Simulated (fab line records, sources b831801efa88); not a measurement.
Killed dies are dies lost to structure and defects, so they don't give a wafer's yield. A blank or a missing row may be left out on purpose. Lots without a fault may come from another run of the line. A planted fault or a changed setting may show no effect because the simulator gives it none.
Which tool did it? | flow gf180mcu | 13 lots, 39 wafers sampled, at 5 steps of a route of 602

WHAT THE GAUGES READ, wafer by wafer
GF_V2_THK_MEAS_25: measures by xrf. Usual: V2_W_THK 345 nm, standard deviation 3.9.
lot  | measured     | on            | V2_W_THK (nm) | flag
L361 | day 20 13:08 | film_metro-04 | 341 340 343   |
L363 | day 21 11:32 | film_metro-04 | 347 346 342   |
L364 | day 21 18:52 | film_metro-02 | 341 349 343   |
L365 | day 22 12:46 | film_metro-04 | 348 348 344   |
L366 | day 22 19:27 | film_metro-01 | 342 339 338   |
L367 | day 22 22:50 | film_metro-04 | 342 343 337   |
L368 | day 23 09:46 | film_metro-04 | 346 347 350   |
L374 | day 25 09:34 | film_metro-04 | 342 344 344   |
L375 | day 25 16:56 | film_metro-02 | 347 346 344   |
L378 | day 26 21:23 | film_metro-01 | 342 348 341   |
L379 | day 27 04:15 | film_metro-04 | 340 341 340   |
L380 | day 27 09:22 | film_metro-02 | 351 345 349   |
L381 | day 27 12:22 | film_metro-01 | 354 350 347   |

GF_M3_RS_MEAS_05: measures by four-point-probe. Usual: M3_ALCU_RS 0.0692 ohm/sq, standard deviation 0.00075.
lot  | measured     | on            | M3_ALCU_RS (ohm/sq)  | flag
L361 | day 20 13:43 | film_metro-04 | 0.0685 0.0694 0.0690 |
L363 | day 21 12:08 | film_metro-04 | 0.0677 0.0677 0.0694 |
L364 | day 21 19:40 | film_metro-04 | 0.0696 0.0693 0.0686 |
L365 | day 22 13:20 | film_metro-04 | 0.0701 0.0698 0.0691 |
L366 | day 22 20:02 | film_metro-03 | 0.0709 0.0693 0.0701 |
L367 | day 22 23:25 | film_metro-02 | 0.0683 0.0697 0.0705 |
L368 | day 23 10:21 | film_metro-02 | 0.0692 0.0690 0.0673 |
L374 | day 25 10:10 | film_metro-04 | 0.0694 0.0693 0.0696 |
L375 | day 25 17:31 | film_metro-04 | 0.0697 0.0695 0.0692 |
L378 | day 26 21:58 | film_metro-02 | 0.0683 0.0696 0.0697 |
L379 | day 27 04:50 | film_metro-04 | 0.0699 0.0689 0.0688 |
L380 | day 27 09:58 | film_metro-03 | 0.0687 0.0690 0.0683 |
L381 | day 27 12:58 | film_metro-03 | 0.0702 0.0689 0.0695 |

GF_V3_THK_MEAS_01. Usual: V3_CVD_00_THK 602 nm, standard deviation 8.4.
lot  | measured     | on            | V3_CVD_00_THK (nm) | flag
L361 | day 21 14:29 | film_metro-01 | 604 596 603        |
L363 | day 22 12:03 | film_metro-03 | 600 611 601        |
L364 | day 22 19:32 | film_metro-03 | 588 596 590        |
L365 | day 23 12:59 | film_metro-02 | 602 597 604        |
L366 | day 23 19:53 | film_metro-01 | 296 297 303        | OFF
L367 | day 23 23:10 | film_metro-01 | 298 302 301        | OFF
L368 | day 24 10:07 | film_metro-02 | 597 585 600        |
L374 | day 26 07:41 | film_metro-01 | 606 612 603        |
L375 | day 26 14:29 | film_metro-03 | 601 604 612        |
L378 | day 27 17:58 | film_metro-01 | 596 603 600        |
L379 | day 28 01:07 | film_metro-03 | 604 618 618        |
L380 | day 28 06:44 | film_metro-03 | 612 619 618        |
L381 | day 28 09:43 | film_metro-02 | 600 592 602        |

WHICH TOOL RAN EACH LOT (tool, then ch and the chambers of the sampled wafers, then the start)
lot  | GF_M3_SPUTTER_03             | GF_V3_CVD_00
L361 | pvd_sputter-04, day 20 13:39 | hdpcvd-01 ch 0,1,2, day 21 14:24
L363 | pvd_sputter-04, day 21 12:01 | hdpcvd-02 ch 0,2, day 22 11:57
L364 | pvd_sputter-04, day 21 19:36 | hdpcvd-01 ch 1,2, day 22 19:28
L365 | pvd_sputter-04, day 22 13:17 | hdpcvd-01 ch 0,1,2, day 23 12:55
L366 | pvd_sputter-02, day 22 19:58 | hdpcvd-01 ch 0, day 23 19:47
L367 | pvd_sputter-04, day 22 23:22 | hdpcvd-01 ch 0,1, day 23 23:04
L368 | pvd_sputter-02, day 23 10:16 | hdpcvd-02 ch 0,1, day 24 10:02
L374 | pvd_sputter-03, day 25 10:05 | hdpcvd-02 ch 0,1, day 26 07:36
L375 | pvd_sputter-04, day 25 17:27 | hdpcvd-02 ch 0,1,2, day 26 14:25
L378 | pvd_sputter-02, day 26 21:54 | hdpcvd-01 ch 0,1, day 27 17:54
L379 | pvd_sputter-02, day 27 04:46 | hdpcvd-02 ch 0,1, day 28 01:03
L380 | pvd_sputter-03, day 27 09:53 | hdpcvd-02 ch 0,1,2, day 28 06:37
L381 | pvd_sputter-02, day 27 12:53 | hdpcvd-01 ch 0,1,2, day 28 09:38
- GF_M3_SPUTTER_03: material Ti, target thk 10 nm, time 6.7 s.
- GF_V3_CVD_00: deposits SiO2, target thk 600 nm, time 100 s.

WHAT THE TOOLS THEMSELVES READ (means of the sampled wafers that have a number; where no wafer has one, the mark that the record gives instead)
GF_M3_SPUTTER_03. Usual: throttle_valve_pct 30.3 %, standard deviation 1.1.
lot  | tool           | throttle_valve_pct (%) | flag
L361 | pvd_sputter-04 | 29.8                   |
L363 | pvd_sputter-04 | 29.5                   |
L364 | pvd_sputter-04 | 30.0                   |
L365 | pvd_sputter-04 | 29.3                   |
L366 | pvd_sputter-02 | 30.8                   |
L367 | pvd_sputter-04 | 29.6                   |
L368 | pvd_sputter-02 | 30.9                   |
L374 | pvd_sputter-03 | 29.8                   |
L375 | pvd_sputter-04 | 29.9                   |
L378 | pvd_sputter-02 | 30.8                   |
L379 | pvd_sputter-02 | 31.7                   |
L380 | pvd_sputter-03 | 29.5                   |
L381 | pvd_sputter-02 | 31.6                   |

GF_V3_CVD_00. Usual: sih4_flow_sccm 60.01 sccm, standard deviation 0.2.
lot  | tool      | sih4_flow_sccm (sccm) | flag
L361 | hdpcvd-01 | 59.88                 |
L363 | hdpcvd-02 | 60.19                 |
L364 | hdpcvd-01 | 59.99                 |
L365 | hdpcvd-01 | 60.04                 |
L366 | hdpcvd-01 | 30.00                 | OFF
L367 | hdpcvd-01 | 29.94                 | OFF
L368 | hdpcvd-02 | 59.90                 |
L374 | hdpcvd-02 | 59.92                 |
L375 | hdpcvd-02 | 59.95                 |
L378 | hdpcvd-01 | 59.88                 |
L379 | hdpcvd-02 | 59.94                 |
L380 | hdpcvd-02 | 59.95                 |
L381 | hdpcvd-01 | 60.02                 |

THE ANSWER, worked out from the rows above alone
Rule: a lot is off if the mean of its wafers that have a number lies more than 3 standard deviations from the usual mean. A lot without any number at a reading at which 4 lots or more have one is off too. The other lots that the step has rows for count as sound. The gauges are gone through in route order, then the tools' own readings, and for those a lot's mean is taken as printed above. The first step at which some lot is off is used, and at that step the reading that is off furthest; a lot without a number counts as furthest.
Off: L366, L367, at GF_V3_THK_MEAS_01 (V3_CVD_00_THK).
A tool fits if, at a process step before that reading, it ran every lot that is off, and no sound lot after the first of them. The gauges at GF_V3_THK_MEAS_01 aren't tried: what is off there is off at GF_V3_CVD_00 too, on other tools, and a gauge's error can't cause that. None of those tried fits.

WHAT THE SIMULATOR HAD PUT IN
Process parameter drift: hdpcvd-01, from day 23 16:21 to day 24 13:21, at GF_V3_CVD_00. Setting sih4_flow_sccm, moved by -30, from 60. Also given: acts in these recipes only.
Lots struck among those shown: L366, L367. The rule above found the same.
